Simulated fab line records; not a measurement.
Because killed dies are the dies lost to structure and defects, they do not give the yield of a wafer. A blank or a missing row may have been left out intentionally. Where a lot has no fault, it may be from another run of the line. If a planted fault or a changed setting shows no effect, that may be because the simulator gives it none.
What tool caused it? :: flow gf180mcu :: 6 lots, 18 wafers sampled, at 4 steps of a route of 602

WHAT THE GAUGES READ, wafer by wafer
GF_PASSIVATION_BOW_MEAS_14.
lot: L137
measured: day 29 19:42
on: film-metro-01
PASSIVATION_BOW (um): 129 150 136

lot: L139
measured: day 29 23:18
on: film-metro-02
PASSIVATION_BOW (um): 122 122 134

lot: L143
measured: day 31 06:04
on: film-metro-02
PASSIVATION_BOW (um): 113 123 119

lot: L152
measured: day 33 12:26
on: film-metro-01
PASSIVATION_BOW (um): 144 149 130

lot: L154
measured: day 33 19:29
on: film-metro-02
PASSIVATION_BOW (um): 136 128 127

lot: L157
measured: day 34 12:02
on: film-metro-04
PASSIVATION_BOW (um): 158 157 152

EACH LOT AND THE TOOL THAT RAN IT (in order: tool; ch and the chambers of the sampled wafers; start)
lot: L137
GF_M2_SPUTTER_02: pvd-sputter-03, day 19 04:22
GF_TOP_METAL_SPUTTER_00: pvd-sputter-03, day 28 01:38
GF_TOP_METAL_SPUTTER_04: pvd-sputter-03, day 28 01:50

lot: L139
GF_M2_SPUTTER_02: pvd-sputter-04, day 19 10:28
GF_TOP_METAL_SPUTTER_00: pvd-sputter-03, day 28 06:09
GF_TOP_METAL_SPUTTER_04: pvd-sputter-03, day 28 06:20

lot: L143
GF_M2_SPUTTER_02: pvd-sputter-03, day 21 02:19
GF_TOP_METAL_SPUTTER_00: pvd-sputter-01, day 29 14:11
GF_TOP_METAL_SPUTTER_04: pvd-sputter-01, day 29 14:22

lot: L152
GF_M2_SPUTTER_02: pvd-sputter-04, day 24 01:10
GF_TOP_METAL_SPUTTER_00: pvd-sputter-04, day 32 00:54
GF_TOP_METAL_SPUTTER_04: pvd-sputter-04, day 32 01:05

lot: L154
GF_M2_SPUTTER_02: pvd-sputter-03, day 24 14:21
GF_TOP_METAL_SPUTTER_00: pvd-sputter-03, day 32 08:35
GF_TOP_METAL_SPUTTER_04: pvd-sputter-03, day 32 08:46

lot: L157
GF_M2_SPUTTER_02: pvd-sputter-04, day 25 15:17
GF_TOP_METAL_SPUTTER_00: pvd-sputter-04, day 33 03:25
GF_TOP_METAL_SPUTTER_04: pvd-sputter-04, day 33 03:37
- GF_M2_SPUTTER_02: material AlCu, target thk 450 nm, time 23.9 s.
- GF_TOP_METAL_SPUTTER_00: material Ti, target thk 37.5 nm, time 150 s.
- GF_TOP_METAL_SPUTTER_04: material TiN, target thk 25 nm, time 20.8 s.

THE ANSWER, worked out from the rows above alone
Rule: usual is defined by the lots themselves. The widest of any qualifying gaps counts: lots, ordered by their means at a reading, are off when they make up no more than a third of the lots, leave a main group of 4 or more, and stand apart from it by 3 or more times the standard deviation of that group's means. The tables above print the reading to a certain number of digits; a main group whose means all agree to those digits is not used. Also off: a lot with no number at a reading for which 4 or more lots have one. Any other lot the step has rows for is counted as sound.
Across all readings shown, no lot is off: no conclusion can be drawn from this.

WHAT HAD BEEN PUT IN BY THE SIMULATOR
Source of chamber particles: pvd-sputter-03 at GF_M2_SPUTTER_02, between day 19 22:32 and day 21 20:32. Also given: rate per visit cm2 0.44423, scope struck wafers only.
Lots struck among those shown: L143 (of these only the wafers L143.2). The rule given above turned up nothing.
